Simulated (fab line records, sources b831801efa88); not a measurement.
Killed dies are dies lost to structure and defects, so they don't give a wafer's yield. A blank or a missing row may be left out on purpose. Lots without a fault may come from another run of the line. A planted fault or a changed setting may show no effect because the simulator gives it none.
Chamber matching | flow gf180mcu | GF_HV_LDD_ETCHBACK_58 on rie_diel-04: 4 sister chambers
The step etches Si3N4 in CH3F/O2, stops on SiO2, time 100 s, target depth 90 nm. 8 wafers are shown with their chamber, then 7 later ones without.

WAFERS WITH THEIR CHAMBER
wafer  | chamber | drypump_motor_current_A (A) | throttle_valve_pct (%)
L171.2 | 2       | 5.5                         | 10.559
L185.3 | 3       | 5.8                         | 10.569
L185.6 | 1       | 5.6                         | 10.572
L187.2 | 2       | 5.4                         | 10.566
L187.4 | 0       | 6.1                         | 10.549
L187.5 | 3       | 5.8                         | 10.558
L191.1 | 0       | 6.0                         | 10.559
L191.2 | 1       | 5.5                         | 10.589

WAFERS WITHOUT THEIR CHAMBER
wafer  | drypump_motor_current_A (A) | throttle_valve_pct (%)
L191.3 | 5.8                         | 10.540
L192.2 | 5.5                         | 10.560
L192.5 | 6.1                         | 10.579
L192.6 | 5.5                         | 10.557
L193.2 | 5.4                         | 10.575
L193.4 | 5.8                         | 10.570
L193.6 | 5.4                         | 10.549

WHICH CHAMBER EACH WENT THROUGH
wafer  | from the rows above     | in truth
L191.3 | can't be placed: 3 or 0 | 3
L192.2 | can't be placed: 2 or 1 | 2
L192.5 | 0                       | 0
L192.6 | can't be placed: 2 or 1 | 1
L193.2 | can't be placed: 2 or 1 | 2
L193.4 | 3                       | 3
L193.6 | 2                       | 2
Placed correctly: 3 of 7. Can't be placed from these rows: 4 (the true chamber is among the candidates in 4). Placed wrongly: 0.
How it was worked out, from the rows above alone: a wafer's distance from a chamber is the root of the sum, over the readings, of the square of ((its reading less the chamber's mean) divided by the reading's scatter). The wafer belongs to the nearest chamber; if the next one is less than 2 further off, it can't be placed. A chamber's mean is the mean of its shown wafers. The scatter: the root of (the sum of the squares of (reading less its chamber's mean) over the shown wafers, divided by (wafers less chambers)).
